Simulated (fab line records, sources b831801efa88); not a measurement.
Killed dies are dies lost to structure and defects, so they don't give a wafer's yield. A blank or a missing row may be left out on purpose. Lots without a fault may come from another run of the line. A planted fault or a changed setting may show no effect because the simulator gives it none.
Which tool did it? | flow sky130 | 11 lots, 33 wafers sampled, at 6 steps of a route of 708

WHAT THE GAUGES READ, wafer by wafer
SKY_LI_CONTACT_BOW_MEAS_03.
lot  | measured     | on            | LI_CONTACT_BOW (um)
L886 | day 27 18:59 | film_metro-03 | 59 62 52
L888 | day 28 20:40 | film_metro-04 | 46 57 51
L894 | day 30 14:02 | film_metro-04 | 49 52 60
L897 | day 31 14:06 | film_metro-02 | 41 47 46
L900 | day 32 14:22 | film_metro-02 | 67 62 48
L901 | day 32 17:29 | film_metro-03 | 54 71 44
L903 | day 34 10:45 | film_metro-04 | 50 58 57
L906 | day 34 13:46 | film_metro-04 | 60 54 58
L905 | day 34 14:34 | film_metro-02 | 49 51 61
L907 | day 34 19:23 | film_metro-02 | 58 65 61
L909 | day 35 12:03 | film_metro-02 | 48 52 63

SKY_LOCAL_INTERCONNECT_RS_MEAS_01: measures by four-point-probe.
lot  | measured     | on            | LOCAL_INTERCONNECT_TIN_RS (ohm/sq)
L886 | day 29 00:39 | film_metro-01 | 14.17 14.05 14.34
L888 | day 30 01:36 | film_metro-02 | 14.16 14.31 14.21
L894 | day 31 19:27 | film_metro-01 | 14.35 10.23 10.13
L897 | day 32 18:48 | film_metro-03 | 10.00 9.97 10.00
L900 | day 33 17:56 | film_metro-01 | 14.11 14.19 13.91
L901 | day 33 22:25 | film_metro-03 | 14.02 14.07 13.82
L903 | day 35 13:48 | film_metro-01 | 13.88 14.02 14.25
L906 | day 35 16:43 | film_metro-03 | 14.31 14.23 14.05
L905 | day 35 18:05 | film_metro-02 | 14.17 13.79 14.19
L907 | day 35 23:19 | film_metro-02 | 13.93 14.12 14.20
L909 | day 36 15:29 | film_metro-01 | 13.87 14.01 13.92

SKY_LOCAL_INTERCONNECT_THK_MEAS_02: measures by xrf.
lot  | measured     | on            | LOCAL_INTERCONNECT_TIN_THK (nm)
L886 | day 29 00:46 | film_metro-01 | 98.8 99.9 97.9
L888 | day 30 01:43 | film_metro-02 | 98.5 97.3 98.6
L894 | day 31 19:34 | film_metro-01 | 97.2 134.5 135.3
L897 | day 32 18:54 | film_metro-03 | 137.7 138.1 137.5
L900 | day 33 18:01 | film_metro-01 | 98.5 98.3 100.3
L901 | day 33 22:32 | film_metro-03 | 100.0 100.0 101.4
L903 | day 35 13:54 | film_metro-01 | 100.6 99.1 98.0
L906 | day 35 16:50 | film_metro-03 | 97.3 98.1 99.4
L905 | day 35 18:11 | film_metro-02 | 98.0 101.1 98.1
L907 | day 35 23:26 | film_metro-02 | 100.3 98.8 98.3
L909 | day 36 15:35 | film_metro-01 | 100.7 99.0 99.6

SKY_CONTACT_THK_MEAS_01.
lot  | measured     | on            | CONTACT_CVD_00_THK (nm)
L886 | day 30 05:52 | film_metro-01 | 71.4 73.8 74.8
L888 | day 31 06:58 | film_metro-01 | 74.3 76.1 76.9
L894 | day 33 00:01 | film_metro-04 | 74.7 75.3 76.1
L897 | day 33 22:35 | film_metro-01 | 73.8 73.5 74.5
L900 | day 34 20:32 | film_metro-01 | 75.5 74.3 75.8
L901 | day 35 02:22 | film_metro-04 | 75.0 74.4 75.0
L903 | day 36 16:19 | film_metro-04 | 75.1 77.3 76.6
L906 | day 36 19:50 | film_metro-01 | 72.8 73.6 76.7
L905 | day 36 21:51 | film_metro-03 | 75.7 76.2 77.6
L907 | day 37 01:46 | film_metro-01 | 74.2 74.8 74.6
L909 | day 37 18:29 | film_metro-01 | 76.1 77.1 76.5

WHICH TOOL RAN EACH LOT (tool, then ch and the chambers of the sampled wafers, then the start)
lot  | SKY_LOCAL_INTERCONNECT_SPUTTER_00 | SKY_LOCAL_INTERCONNECT_METAL_ETCH_14
L886 | pvd_sputter-01, day 29 00:35      | rie_metal-04 ch 0,1, day 30 05:11
L888 | pvd_sputter-04, day 30 01:32      | rie_metal-02 ch 0,1, day 31 06:15
L894 | pvd_sputter-01, day 31 19:22      | rie_metal-01 ch 0,1, day 32 23:19
L897 | pvd_sputter-01, day 32 18:42      | rie_metal-04 ch 0,1, day 33 21:54
L900 | pvd_sputter-04, day 33 17:48      | rie_metal-01 ch 0,1, day 34 19:44
L901 | pvd_sputter-04, day 33 22:20      | rie_metal-04 ch 0, day 35 01:38
L903 | pvd_sputter-01, day 35 13:42      | rie_metal-01 ch 0,1, day 36 15:38
L906 | pvd_sputter-04, day 35 16:39      | rie_metal-04 ch 0,1, day 36 19:02
L905 | pvd_sputter-01, day 35 17:59      | rie_metal-01 ch 0,1, day 36 20:50
L907 | pvd_sputter-04, day 35 23:15      | rie_metal-02 ch 0,1, day 37 01:05
L909 | pvd_sputter-04, day 36 15:24      | rie_metal-02 ch 0, day 37 17:46
- SKY_LOCAL_INTERCONNECT_SPUTTER_00: material TiN, target thk 100 nm, time 83.3 s.
- SKY_LOCAL_INTERCONNECT_METAL_ETCH_14: etches TiN in Cl2/BCl3, stops on PSG, target depth 110 nm, time 31.4 s.

WHAT THE TOOLS THEMSELVES READ (means of the sampled wafers that have a number; where no wafer has one, the mark that the record gives instead)
SKY_LOCAL_INTERCONNECT_SPUTTER_00.
lot  | tool           | throttle_valve_pct (%)
L886 | pvd_sputter-01 | 30.8
L888 | pvd_sputter-04 | 30.4
L894 | pvd_sputter-01 | 30.8
L897 | pvd_sputter-01 | 30.3
L900 | pvd_sputter-04 | 30.6
L901 | pvd_sputter-04 | 30.3
L903 | pvd_sputter-01 | 30.7
L906 | pvd_sputter-04 | 30.2
L905 | pvd_sputter-01 | 30.2
L907 | pvd_sputter-04 | 31.2
L909 | pvd_sputter-04 | 30.3

SKY_LOCAL_INTERCONNECT_METAL_ETCH_14.
lot  | tool         | drypump_motor_current_A (A) | oes_product_au (a.u.) | rf_fwd_power_W (W) | throttle_valve_pct (%)
L886 | rie_metal-04 | 5.53                        | 0.940                 | 884                | 21.899
L888 | rie_metal-02 | 6.10                        | 0.938                 | 892                | 21.897
L894 | rie_metal-01 | 5.59                        | 0.976                 | 890                | 21.873
L897 | rie_metal-04 | 5.59                        | 0.997                 | 889                | 21.858
L900 | rie_metal-01 | 5.56                        | 0.942                 | 886                | 21.904
L901 | rie_metal-04 | 5.47                        | 0.949                 | 886                | 21.891
L903 | rie_metal-01 | 5.47                        | 0.943                 | 884                | 21.899
L906 | rie_metal-04 | 5.51                        | 0.939                 | 880                | 21.905
L905 | rie_metal-01 | 5.45                        | 0.945                 | 892                | 21.898
L907 | rie_metal-02 | 6.14                        | 0.944                 | 891                | 21.886
L909 | rie_metal-02 | 6.09                        | 0.950                 | 891                | 21.904

THE ANSWER, worked out from the rows above alone
Rule: what is usual is taken from the lots themselves. Put in order of their means at a reading, lots are off if they are a third of the lots or fewer, leave a main group of 4 or more, and stand apart from it by a gap of 3 or more times the standard deviation of the main group's means; of several such gaps the widest counts. A main group whose means are all the same, to the digits that the tables above print for the reading, isn't used. A lot without any number at a reading at which 4 lots or more have one is off too. The other lots that the step has rows for count as sound. The gauges are gone through in route order, then the tools' own readings, and for those a lot's mean is taken as printed above. The first step at which some lot is off is used, and at that step the reading that is off furthest; a lot without a number counts as furthest.
Off: L894, L897, at SKY_LOCAL_INTERCONNECT_RS_MEAS_01 (LOCAL_INTERCONNECT_TIN_RS). The main group: mean 14.09 ohm/sq, standard deviation 0.095.
A tool fits if, at a process step before that reading, it ran every lot that is off, and no sound lot after the first of them. The gauges at SKY_LOCAL_INTERCONNECT_RS_MEAS_01 aren't tried: what is off there is off at SKY_LOCAL_INTERCONNECT_METAL_ETCH_14 too, on other tools, and a gauge's error can't cause that. None of those tried fits.

WHAT THE SIMULATOR HAD PUT IN
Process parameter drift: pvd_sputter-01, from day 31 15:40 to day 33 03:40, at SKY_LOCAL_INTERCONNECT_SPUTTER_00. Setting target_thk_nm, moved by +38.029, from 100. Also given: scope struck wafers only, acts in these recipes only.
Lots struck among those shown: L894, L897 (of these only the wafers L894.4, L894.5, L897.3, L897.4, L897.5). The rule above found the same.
